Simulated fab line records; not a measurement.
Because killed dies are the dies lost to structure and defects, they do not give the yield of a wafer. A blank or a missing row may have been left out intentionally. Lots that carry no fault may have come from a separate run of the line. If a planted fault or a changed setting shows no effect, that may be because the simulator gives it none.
The tool behind it: which one? :: flow sky130 :: route of 708 steps, sampled at 1 step: 12 lots, 36 wafers

## WHAT THE GAUGES SHOWED, per wafer
SKY_LOCAL_INTERCONNECT_RS_MEAS_01: uses a four-point probe to measure. Usual: LOCAL_INTERCONNECT_TIN_RS gives 14.16 ohm/sq (standard deviation 0.17).
lot: L393
measured: day 30 03:50
on: film metro-04
LOCAL_INTERCONNECT_TIN_RS (ohm/sq): 14.10 14.12 13.95
flag: 

lot: L394
measured: day 30 14:11
on: film metro-04
LOCAL_INTERCONNECT_TIN_RS (ohm/sq): 14.12 13.96 14.08
flag: 

lot: L396
measured: day 31 11:11
on: film metro-04
LOCAL_INTERCONNECT_TIN_RS (ohm/sq): 14.29 14.23 14.32
flag: 

lot: L397
measured: day 31 16:40
on: film metro-04
LOCAL_INTERCONNECT_TIN_RS (ohm/sq): 14.51 14.52 14.35
flag: 

lot: L399
measured: day 32 15:41
on: film metro-03
LOCAL_INTERCONNECT_TIN_RS (ohm/sq): 14.23 14.40 14.21
flag: 

lot: L400
measured: day 33 03:32
on: film metro-04
LOCAL_INTERCONNECT_TIN_RS (ohm/sq): 14.17 14.28 14.16
flag: 

lot: L401
measured: day 33 13:44
on: film metro-04
LOCAL_INTERCONNECT_TIN_RS (ohm/sq): 14.10 14.25 14.18
flag: 

lot: L402
measured: day 33 17:31
on: film metro-03
LOCAL_INTERCONNECT_TIN_RS (ohm/sq): 14.48 14.25 14.38
flag: 

lot: L407
measured: day 35 07:58
on: film metro-04
LOCAL_INTERCONNECT_TIN_RS (ohm/sq): 14.35 14.37 14.32
flag: 

lot: L408
measured: day 35 09:44
on: film metro-04
LOCAL_INTERCONNECT_TIN_RS (ohm/sq): 13.82 13.91 13.97
flag: 

lot: L410
measured: day 35 16:52
on: film metro-03
LOCAL_INTERCONNECT_TIN_RS (ohm/sq): 14.17 14.30 14.35
flag: 

lot: L413
measured: day 36 21:24
on: film metro-01
LOCAL_INTERCONNECT_TIN_RS (ohm/sq): 14.23 14.25 14.21
flag: 

## WHAT TOOL EACH LOT RAN ON (gives the tool, then ch and the chambers of the sampled wafers, and finally the start)
No process step before these readings appears in the record.

## AS READ BY THE TOOLS THEMSELVES (means over the sampled wafers that have a number; for cases with no such wafer, the mark the record gives instead)
The record holds no such reading with a usual standard deviation.

## THE ANSWER, worked out from the rows above alone
Rule: a lot counts as off when the mean over its wafers that have a number is more than 3 standard deviations away from the usual mean. Also off: a lot with no number at a reading for which 4 or more lots have one. All remaining lots with rows at the step are treated as sound. Order of review: gauges by route order, followed by the tools' own readings, for which a lot's mean as printed above is used. At the first step where some lot is off, the reading lying furthest off is the one used; lots without a number count as furthest.
Nothing can be told from this: no lot is off at any reading shown.

## WHAT WAS PUT IN BY THE SIMULATOR
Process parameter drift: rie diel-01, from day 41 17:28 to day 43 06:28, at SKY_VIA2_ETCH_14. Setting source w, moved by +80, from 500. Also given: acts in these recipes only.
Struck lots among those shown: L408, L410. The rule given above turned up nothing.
